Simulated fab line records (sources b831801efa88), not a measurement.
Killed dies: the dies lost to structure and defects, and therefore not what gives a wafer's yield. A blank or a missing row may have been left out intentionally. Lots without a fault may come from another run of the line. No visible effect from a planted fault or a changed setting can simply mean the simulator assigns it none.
Problem report in the 8D (eight disciplines) form, filled by code    flow gf180mcu    the parts of the form that need people (team, actions taken, sign-off) are left out

1. WHAT WENT WRONG
HV_LDD_RS at GF_HV_LDD_RS_MEAS_53 reads a mean of 425.5 ohm/sq on 6 wafers of 2 lots; wafers without a fault read 418.3 ohm/sq with a standard deviation of 0.92. That is +7.8 standard deviations from the usual mean.
The step: measures by four-point-probe.
Earliest sighting: wafer L598.2 on film_metro-01 at day 14 13:04. At this step, 36 wafers from 12 lots have a number in the record. Rule for "out" (also "out of limits"): further than 4 standard deviations from the usual mean. The other wafers with a number count as sound.

2. WHAT IT IS, WHAT IT ISN'T
question                     is                            is not
which readings at this step  HV_LDD_RS                     -
which lots                   L598, L599                    L593, L597, L607, L608, L609, L610, L611, L613, L614, L615
which wafers of those lots   all that have a number        -
read on which gauges         film_metro-01, film_metro-04  film_metro-03
when                         from day 14 13:04             up to then (6 sound wafers); but 24 sound wafers of L607, L608, L609, L610, L611, L613, L614, L615 came after

3. WHAT RULES OUT EACH SUSPECT
Counting: a tool at a process step up to the reading stays a suspect if it ran every lot that is out and no sound lot after the first of them.
- the gauge at GF_HV_LDD_RS_MEAS_53 has been ruled out. Those wafers that are out were read across 2 gauges (film_metro-01, film_metro-04).
- plasma_asher-01 at GF_MVPSD_STRIP_10 (strips in O2/N2): ruled out as a lasting fault. Sound lots L608, L610 ran on it after its first lot that is out, L598 (day 6 16:58).
- implanter-04 at GF_HV_LDD_IMPLANT_09: ruled out as a lasting fault. Sound lots L613 ran on it after its first lot that is out, L598 (day 11 22:43).
Left after counting: nothing in the record.

4. THE CAUSE (what the simulator had put in)
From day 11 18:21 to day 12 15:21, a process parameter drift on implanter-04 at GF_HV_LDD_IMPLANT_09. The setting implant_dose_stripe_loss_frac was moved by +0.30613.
It was ruled out by counting, in error; the rule expects a fault to strike all lots run on its tool from its start on, and this fault did not.

5. THE EFFECT CHAIN, in route order
Rows list readings where the struck wafers' mean (over those with a number) sits beyond 3 standard deviations from the usual. Readings are gone through only where the record gives a usual standard deviation; hours: the median, over the lots, of the time from a lot's start at the first step in this table giving one to that lot's start at this step; sigmas: the change measured in usual standard deviations.
hours  step                  reading    usual         on struck wafers  change  sigmas
0      GF_HV_LDD_RS_MEAS_53  HV_LDD_RS  418.3 ohm/sq  425.5             +7.2    +7.8

6. HOW IT WOULD HAVE BEEN CAUGHT EARLIER
Counted from the fault's start at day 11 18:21, it took 67 hours until the first out-of-limits reading at a measuring or inspecting step in this record, taken at day 14 13:04.
